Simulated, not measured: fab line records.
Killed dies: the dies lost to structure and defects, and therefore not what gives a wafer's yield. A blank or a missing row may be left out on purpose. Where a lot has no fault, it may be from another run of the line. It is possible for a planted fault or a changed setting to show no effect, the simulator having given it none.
Chamber matching ; flow gf180mcu ; cmp-02 running GF_V3_CMP_04: 4 sister chambers
The step polishes SiO2. 8 wafers are shown with their chamber, then 7 later ones without.

WAFERS WITH THEIR CHAMBER
wafer;chamber;motor_current_A (A);slurry_flow_ml_min
L566.5;3;10.9;149.7
L572.5;2;11.5;150.4
L574.6;0;10.4;150.0
L576.2;1;14.2;150.8
L576.3;2;11.8;150.0
L576.4;0;10.7;150.0
L578.2;1;13.3;150.4
L578.3;3;10.4;149.8

WAFERS WITH NO CHAMBER GIVEN
wafer;motor_current_A (A);slurry_flow_ml_min
L578.5;10.9;150.5
L581.2;11.1;149.7
L581.5;11.4;150.4
L581.6;14.3;149.2
L583.1;12.3;150.8
L583.3;13.9;149.5
L583.5;10.3;149.3

WHICH CHAMBER EACH ONE RAN IN
wafer;from the rows above;in truth
L578.5;can't be placed: 2 or 0 or 3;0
L581.2;can't be placed: 3 or 0 or 2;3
L581.5;can't be placed: 2 or 0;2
L581.6;can't be placed: 1 or 2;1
L583.1;can't be placed: 2 or 1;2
L583.3;can't be placed: 1 or 2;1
L583.5;can't be placed: 3 or 0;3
Correct placement for 0 of the 7. Can't be placed from these rows: 7 (the true chamber is among the candidates in 7). Number placed wrongly: 0.
How it was worked out, from the rows above alone: a wafer's distance from a chamber is the root of the sum, over the readings, of the square of ((its reading less the chamber's mean) divided by the reading's scatter). The wafer belongs to the nearest chamber; if the next one is less than 2 further off, it can't be placed. A chamber's mean is the mean of its shown wafers. The scatter is the square root of a quotient: the sum, over the shown wafers, of each reading's squared deviation from its chamber's mean, divided by wafers minus chambers.
